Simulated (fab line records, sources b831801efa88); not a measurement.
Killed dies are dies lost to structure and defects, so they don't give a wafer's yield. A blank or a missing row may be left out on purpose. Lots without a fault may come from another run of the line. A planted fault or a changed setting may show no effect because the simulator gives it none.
A struck lot beside a sound one | flow sky130 | 18 steps out of a route of 708
Sound: wafers L838.1, L838.3, L838.6. Struck: wafers L854.4, L854.5. (L854.3 of the same lot was not struck and is left out.) The cause comes at the end.
At each step with rows: each side's tool, then ch and its chambers, then its first start. Under that, the readings that differ: sound wafers | struck wafers | difference of the means | sigmas: that difference in standard deviations of wafers without a fault.
alike: readings whose means differ by less than 2 such deviations, and words and numbers that are the same on both sides. not compared: withheld readings, readings that some wafer has no value for, bounds like >300 that may hide the same value, and numbers for which the record gives no deviation and whose values overlap.
The two part at a step that has a row with sigmas, a row that says differs or no value, or rows on one side only. Numbers that don't overlap but have no deviation are shown without sigmas and don't part them. A reading that every wafer of one side lacks parts them only if that side has two wafers or more.

first, 5 steps without rows for these wafers: SKY_VT_ADJUST_LVTN_COAT_13 (resist thk 1140 nm); SKY_VT_ADJUST_LVTN_SOFTBAKE_14 (time 60 s); SKY_VT_ADJUST_LVTN_EXPOSE_15 (exposes mask HVN STD DERIVED, target cd 600 nm); SKY_VT_ADJUST_LVTN_PEB_16; SKY_VT_ADJUST_LVTN_DEVELOP_17 (develop time 60 s).
SKY_VT_ADJUST_LVTN_OVL_MEAS_18:
  sound on overlay-01, day 8 10:28; struck on overlay-02, day 13 05:01
  alike: VT_ADJUST_LVTN_01_OVL
then, 1 step without rows for these wafers: SKY_VT_ADJUST_LVTN_IMPLANT_19.
SKY_VT_ADJUST_LVTN_STRIP_20: strips in O2/N2.
  sound on plasma_asher-03 ch 0,1, day 8 10:38; struck on plasma_asher-01 ch 1, day 13 05:14
  alike: drypump_motor_current_A, oes_product_au, strip_time_to_endpoint_s
  not compared: rf_hours_counter_h
SKY_VT_ADJUST_LVTN_TW_MEAS_21:
  sound on film_metro-03, day 8 10:44; struck on film_metro-04, day 13 05:19
  reading             | sound             | struck      | difference | sigmas
  VT_ADJUST_LVTN_2_TW | 189.9 189.2 190.4 | 185.2 186.3 | -4.1       | -3
then, 3 steps without rows for these wafers: SKY_VT_ADJUST_NCORE_DEHYDRATE_00 (time 60 s); SKY_VT_ADJUST_NCORE_HMDS_01 (prime time 60 s); SKY_VT_ADJUST_NCORE_COAT_02 (resist thk 1140 nm).
SKY_VT_ADJUST_NCORE_SOFTBAKE_03: time 60 s.
  sound on litho_track-03 ch 0, day 8 22:07; struck on litho_track-01 ch 0, day 13 18:10
  reading                  | sound             | struck      | difference | sigmas
  heater_power_total_W (W) | 56.63 56.61 56.58 | 63.67 63.64 | +7.05      | +99 or more
  run_length_s (s)         | 88.99 89.13 89.05 | 71.55 71.52 | -17.52     | -83
then, 2 steps without rows for these wafers: SKY_VT_ADJUST_NCORE_EXPOSE_04 (exposes mask LVTN COMPLEMENT THIN, target cd 380 nm); SKY_VT_ADJUST_NCORE_PEB_05.
SKY_VT_ADJUST_NCORE_DEVELOP_06: develop time 60 s.
  sound on litho_track-04 ch 0, day 9 08:57; struck on litho_track-01 ch 0, day 14 07:13
  reading                                              | sound          | struck    | difference | sigmas
  model.NOVOLAK_of_VT_ADJUST_NCORE_COAT_02.thk_nm (nm) | 1137 1135 1134 | 1151 1151 | +16        |
SKY_VT_ADJUST_NCORE_CD_MEAS_07: target cd 380 nm.
  sound on cd_sem-02, day 9 09:06; struck on cd_sem-02, day 14 07:21
  alike: cd_nm
then, 1 step without rows for these wafers: SKY_PAD_OPEN_PROBE_99.

WHERE THEY PART
First at SKY_VT_ADJUST_LVTN_TW_MEAS_21; last, within this record, at SKY_VT_ADJUST_NCORE_SOFTBAKE_03. Later steps at which nothing parts them and some readings are alike: SKY_VT_ADJUST_NCORE_CD_MEAS_07.

WHY: what the simulator had put in
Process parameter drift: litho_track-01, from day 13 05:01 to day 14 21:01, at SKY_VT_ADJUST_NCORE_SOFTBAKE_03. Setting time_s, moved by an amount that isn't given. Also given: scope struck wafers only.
